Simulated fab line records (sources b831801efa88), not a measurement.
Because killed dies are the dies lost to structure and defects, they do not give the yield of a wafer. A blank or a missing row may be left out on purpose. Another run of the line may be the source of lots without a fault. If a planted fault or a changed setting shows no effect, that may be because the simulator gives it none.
Which tool is to blame? :: flow sky130 :: 18 wafers from 6 lots sampled at 2 of the route's 708 steps

## WHAT THE GAUGES READ, wafer by wafer
SKY_METAL4_OVL_MEAS_14.
lot: L135
measured: day 43 12:26
on: overlay-01
METAL4_OVL (nm): 7 9 11

lot: L137
measured: day 43 13:49
on: overlay-02
METAL4_OVL (nm): 5 11 6

lot: L140
measured: day 43 14:10
on: overlay-02
METAL4_OVL (nm): -2 -2 -5

lot: L144
measured: day 45 09:02
on: overlay-01
METAL4_OVL (nm): 8 11 2

lot: L146
measured: day 45 13:08
on: overlay-01
METAL4_OVL (nm): 1 3 0

lot: L151
measured: day 46 09:28
on: overlay-01
METAL4_OVL (nm): 1 -9 -6

## EACH LOT AND THE TOOL THAT RAN IT (in order: tool; ch and the chambers of the sampled wafers; start)
lot: L135
SKY_FIELD_ISO_WET_ETCH_18: wet bench-02 ch 1, day 2 12:07

lot: L137
SKY_FIELD_ISO_WET_ETCH_18: wet bench-02 ch 1, day 2 20:34

lot: L140
SKY_FIELD_ISO_WET_ETCH_18: wet bench-02 ch 2, day 3 14:46

lot: L144
SKY_FIELD_ISO_WET_ETCH_18: wet bench-04 ch 0, day 4 11:10

lot: L146
SKY_FIELD_ISO_WET_ETCH_18: wet bench-02 ch 1, day 4 20:07

lot: L151
SKY_FIELD_ISO_WET_ETCH_18: wet bench-02 ch 2, day 5 22:04
- SKY_FIELD_ISO_WET_ETCH_18: etches Si3N4 in H3PO4, target depth 25 nm, time 286 s.

## THE ANSWER, worked out from the rows above alone
Rule: usual is defined by the lots themselves. The widest of any qualifying gaps counts: lots, ordered by their means at a reading, are off when they make up no more than a third of the lots, leave a main group of 4 or more, and stand apart from it by 3 or more times the standard deviation of that group's means. Not used: any main group whose means are identical at the precision the tables above print for the reading. A lot without any number at a reading at which 4 lots or more have one is off too. All remaining lots with rows at the step are treated as sound.
Across all readings shown, no lot is off: no conclusion can be drawn from this.

## WHAT THE SIMULATOR HAD PUT IN
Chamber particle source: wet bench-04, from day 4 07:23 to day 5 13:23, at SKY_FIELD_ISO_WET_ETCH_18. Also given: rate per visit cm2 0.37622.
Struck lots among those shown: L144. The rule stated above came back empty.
